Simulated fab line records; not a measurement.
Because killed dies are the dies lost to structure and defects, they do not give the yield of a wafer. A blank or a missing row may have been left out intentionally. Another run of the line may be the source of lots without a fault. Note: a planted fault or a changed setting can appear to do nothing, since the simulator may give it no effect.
Problem report in the 8D (eight disciplines) form, filled by code -- flow gf180mcu -- the parts of the form that need people (team, actions taken, sign-off) are left out

1. WHAT WENT WRONG
Across 6 wafers from 2 lots, MVSD_RS at GF_VT_IMPLANT_RS_MEAS_46 averages 467.2 ohm/sq, while fault-free wafers read 456.3 ohm/sq with a standard deviation of 1.1. That puts it +9.9 standard deviations away from the usual mean.
The step: measures by four-point-probe.
The first sign was on wafer L597.2 at day 13 02:22, on film_metro-02. At this step, 42 wafers from 14 lots have a number in the record. Rule for "out", or "out of limits": more than 4 standard deviations from the usual mean. All remaining wafers that have a number are taken as sound.

2. WHAT THIS IS AND IS NOT
question,is,is not
which readings at this step,MVSD_RS,-
which lots,"L597, L598","L577, L579, L581, L582, L584, L585, L586, L588, L589, L593, L599, L600"
which wafers of those lots,all that have a number,-
read on which gauges,"film_metro-02, film_metro-03",film_metro-01
when,from day 13 02:22,"up to then (30 sound wafers); but 6 sound wafers of L599, L600 came after"

3. THE SUSPECTS, EACH WITH WHAT RULES IT OUT
Counting: a tool at a process step up to the reading stays a suspect if it ran every lot that is out and no sound lot after the first of them.
- ruled out: the gauge at GF_VT_IMPLANT_RS_MEAS_46. 2 gauges (film_metro-02, film_metro-03) read the wafers that are out.
- implanter-02 at GF_MVSD_IMPLANT_08: kept. All lots that are out passed through it, beginning with L597 at day 9 06:48, and no sound lot followed; its final sound lot before that point was L589 at day 7 06:47. On those wafers its own readings are out: beam_energy_keV.
Remaining after the count: implanter-02 at GF_MVSD_IMPLANT_08.

4. THE CAUSE (what the simulator had put in)
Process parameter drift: implanter-02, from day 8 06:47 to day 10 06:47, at GF_MVSD_IMPLANT_08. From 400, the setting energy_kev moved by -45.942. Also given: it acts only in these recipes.
The count eliminated every tool but this one.

5. THE EFFECT CHAIN, in route order
Each row: a reading where the mean over the struck wafers with a number is more than 3 standard deviations away from the usual. Only readings for which the record gives a usual standard deviation are gone through. hours: the time from each lot's start at the first step in this table that gives one to its start at this step, as a median over the lots. sigmas: the change in usual standard deviations.
hours,step,reading,usual,on struck wafers,change,sigmas
0,GF_MVSD_IMPLANT_08,beam_energy_keV,399.99,354.07,-45.92,-99 or more
93,GF_VT_IMPLANT_RS_MEAS_46,MVSD_RS,456.3 ohm/sq,467.2,+10.9,+9.9
Process steps it contains:
- GF_MVSD_IMPLANT_08
At these later measuring or inspecting steps, every struck wafer for which the step has a row has a number for every such reading, and none has moved that far: GF_DUAL_GATE_OVL_MEAS_11, GF_HV_LDD_THK_MEAS_55, GF_HV_LDD_THK_MEAS_57.

6. HOW IT WOULD HAVE BEEN CAUGHT EARLIER
The first out-of-limits reading at a measuring or inspecting step in this record came at day 13 02:22, 116 hours after the fault's start at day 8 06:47.
Tool's own readings at GF_MVSD_IMPLANT_08, beam_energy_keV: out on all struck wafers the step has rows for; an alarm limit on them would have tripped on the first.
All the lots that are out (2) had begun GF_MVSD_IMPLANT_08 on implanter-02 by day 13 02:22. Had the tool been put on hold then, not one of them would have been saved.
